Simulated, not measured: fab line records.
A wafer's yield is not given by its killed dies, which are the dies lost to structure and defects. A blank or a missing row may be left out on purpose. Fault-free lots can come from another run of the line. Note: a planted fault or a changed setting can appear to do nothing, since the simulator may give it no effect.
Code-filled problem report in 8D (eight disciplines) form + flow sky130 + the parts of the form that need people (team, actions taken, sign-off) are left out

1. WHAT WENT WRONG
Mean of killed_at_front_end at SKY_PAD_OPEN_PROBE_99: 45 across 2 wafers in 2 lots; on wafers with no fault it is 14 (standard deviation 4.1). Measured from the usual mean, that is +7.6 standard deviations.
Earliest sighting: wafer L742.1 on prober-02 at day 49 17:16. The record has a number at this step for 39 wafers belonging to 13 lots. By rule, "out" or "out of limits" means more than 4 standard deviations away from the usual mean. Any other wafer with a number is counted as sound.

2. WHAT IT IS AND WHAT IT IS NOT
| question                    | is                  | is not                                                                                              |
|-----------------------------|---------------------|-----------------------------------------------------------------------------------------------------|
| which readings at this step | killed_at_front_end | killed_at_M0_to_M3, killed_at_M4_up, killed_at_contacts, killed_at_other, killed_open, killed_short |
| which lots                  | L742, L744          | L726, L727, L728, L729, L730, L731, L732, L733, L738, L740, L747                                    |
| which wafers of those lots  | L742.1, L744.2      | L742.2, L742.3, L744.1, L744.5                                                                      |
| read on which tools         | prober-02           | prober-01                                                                                           |
| when                        | from day 49 17:16   | up to then (30 sound wafers); but 7 sound wafers of L742, L744, L747 came after                     |

3. SUSPECTS, AND WHAT RULES EACH OUT
Counting: any tool at a process step up to the reading remains a suspect provided it ran every lot that is out. Sound lots after the first of them don't rule it out here, since some wafers of a struck lot are sound.
- plasma_asher-01 at SKY_GATE_OXIDE_STRIP_13 (strips in O2/N2): kept. It ran every lot that is out, first L742 (day 19 16:02); its last sound lot up to then is L740 (day 19 06:04).
- prober-02 at SKY_PAD_OPEN_PROBE_99: kept. It ran every lot that is out, first L742 (day 49 17:16); its last sound lot up to then is L733 (day 47 20:28). Its own killed_at_front_end readings are out on those wafers.
- The sound lot-mates ran in chamber 0 of plasma_asher-01 at SKY_GATE_OXIDE_STRIP_13, but the wafers that are out ran in chamber 1.
Remaining after the count are plasma_asher-01 at SKY_GATE_OXIDE_STRIP_13 and prober-02 at SKY_PAD_OPEN_PROBE_99.

4. THE CAUSE (what the simulator had put in)
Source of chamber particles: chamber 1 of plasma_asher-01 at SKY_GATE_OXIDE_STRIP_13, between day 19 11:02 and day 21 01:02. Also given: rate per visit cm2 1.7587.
Of the 2 suspects that counting leaves, this tool is one.

5. THE CHAIN OF EFFECTS, in route order
Each row: a reading where the mean over the struck wafers with a number is more than 3 standard deviations away from the usual. Scope: only readings with a usual standard deviation given in the record; hours: median across lots of the time from each lot's start at the first step in this table that gives one to its start at this step; sigmas: change in usual standard deviations.
| hours | step                  | reading             | usual | on struck wafers | change | sigmas |
|-------|-----------------------|---------------------|-------|------------------|--------|--------|
| 0     | SKY_PAD_OPEN_PROBE_99 | killed_at_front_end | 14    | 45               | +31    | +7.6   |
| 0     | SKY_PAD_OPEN_PROBE_99 | killed_dies         | 86    | 119              | +33    | +3.6   |
| 0     | SKY_PAD_OPEN_PROBE_99 | killed_on_rim       | 17    | 31               | +14    | +3.8   |
Here are the process steps it includes:
- SKY_PAD_OPEN_PROBE_99

6. WHAT WOULD HAVE CAUGHT IT SOONER
In this record no reading fell out of limits until day 49 17:16, 726 hours after the fault had begun at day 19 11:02.
An alarm limit of 4 standard deviations would not have fired on the tool readings at SKY_GATE_OXIDE_STRIP_13 for which the record gives a usual standard deviation, since none of them was out on any struck wafer.
By day 49 17:16 the whole set of lots that are out, 2 in number, had already begun SKY_GATE_OXIDE_STRIP_13 on plasma_asher-01. A hold on the tool at that time would have spared none of them.
